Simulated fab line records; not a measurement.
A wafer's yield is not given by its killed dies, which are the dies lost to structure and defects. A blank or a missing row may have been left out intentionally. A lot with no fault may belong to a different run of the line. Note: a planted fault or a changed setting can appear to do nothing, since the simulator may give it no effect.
Check for tools in common -- flow sky130 -- Sampled: 12 lots, 36 wafers

REASON FOR OPENING
Of 12 lots, 3 have the reading GATE_OXIDE_OXIDATION_00_THK flagged at SKY_GATE_OXIDE_THK_MEAS_02. Fault-free wafers read 10.38 nm, with a standard deviation of 0.2.
Rule: a lot is flagged in two cases, either no wafer of it has a number, or all its wafers with numbers fall more than 4 standard deviations from that mean. As for the other lots, they are considered sound.

lot,measured,on,"GATE_OXIDE_OXIDATION_00_THK (nm), wafer by wafer",flag
L424,day 13 13:02,film_metro-01,10.10 10.19 10.34,
L430,day 15 12:01,film_metro-01,9.00 8.91 9.22,FLAGGED
L431,day 15 20:56,film_metro-03,9.08 9.07 9.07,FLAGGED
L432,day 16 01:41,film_metro-03,10.21 10.33 10.34,
L433,day 16 09:37,film_metro-03,8.41 8.70 8.71,FLAGGED
L434,day 16 16:44,film_metro-03,10.40 10.52 10.49,
L436,day 17 18:08,film_metro-04,10.09 10.09 10.05,
L437,day 17 22:19,film_metro-04,10.49 10.59 10.61,
L441,day 19 05:06,film_metro-04,10.42 10.38 10.50,
L443,day 19 20:34,film_metro-04,10.42 10.56 10.43,
L444,day 20 09:19,film_metro-01,10.05 10.20 10.09,
L445,day 20 21:17,film_metro-04,10.17 10.24 10.11,
Average over the flagged lots: 8.91 nm; offset from the usual -1.47 nm, equal to -7 standard deviations.

LOT BY LOT: THE TOOL USED
The record holds 1 process step before the reading, out of a route of 708 steps. Cell contents, in order: the tool; ch with the chambers the sampled wafers went through; the start.
lot,flag,SKY_GATE_OXIDE_OXIDATION_01
L424,,"furnace-02 ch 0, day 13 11:38"
L430,FLAGGED,"furnace-02 ch 0, day 15 10:35"
L431,FLAGGED,"furnace-02 ch 0, day 15 19:31"
L432,,"furnace-01 ch 0, day 16 00:15"
L433,FLAGGED,"furnace-02 ch 0, day 16 08:11"
L434,,"furnace-01 ch 0, day 16 15:19"
L436,,"furnace-01 ch 0, day 17 16:44"
L437,,"furnace-01 ch 0, day 17 20:53"
L441,,"furnace-01 ch 0, day 19 03:41"
L443,,"furnace-01 ch 0, day 19 19:09"
L444,,"furnace-02 ch 0, day 20 07:53"
L445,,"furnace-02 ch 0, day 20 19:53"
What these steps do:
- SKY_GATE_OXIDE_OXIDATION_01: stabilise 600 s, purge 300 s, target thk 10.268 nm.
- SKY_GATE_OXIDE_THK_MEAS_02

FLAGGED OVER TOTAL, TOOL BY TOOL (the gauges that took the reading come last)
step,tool,lots run,flagged,share of the flagged lots,sound lots run after its first flagged lot
SKY_GATE_OXIDE_OXIDATION_01,furnace-01,6,0,none,-
SKY_GATE_OXIDE_OXIDATION_01,furnace-02,6,3,all,"2 (L444,L445)"
SKY_GATE_OXIDE_THK_MEAS_02,film_metro-01,3,1,some,1 (L444)
SKY_GATE_OXIDE_THK_MEAS_02,film_metro-03,4,2,some,"2 (L432,L434)"
SKY_GATE_OXIDE_THK_MEAS_02,film_metro-04,5,0,none,-

WHAT IS ALLOWED BY THE TABLE
In the table, 1 row covers all flagged lots: furnace-02 at SKY_GATE_OXIDE_OXIDATION_01.
- furnace-02 at SKY_GATE_OXIDE_OXIDATION_01: 3 of its 6 lots flagged. Sound lots followed the first flagged one (L444, L445) on it, something a lasting fault affecting the whole tool could not allow. Its own readings lie more than 4 standard deviations out on every wafer of the flagged lots: spike_tc_bottom_C, spike_tc_centre_C, spike_tc_lower_C, spike_tc_top_C, spike_tc_upper_C.
Not one row of the table ran every flagged lot while running no sound lot after the first.

WHAT THE SIMULATOR PUT IN
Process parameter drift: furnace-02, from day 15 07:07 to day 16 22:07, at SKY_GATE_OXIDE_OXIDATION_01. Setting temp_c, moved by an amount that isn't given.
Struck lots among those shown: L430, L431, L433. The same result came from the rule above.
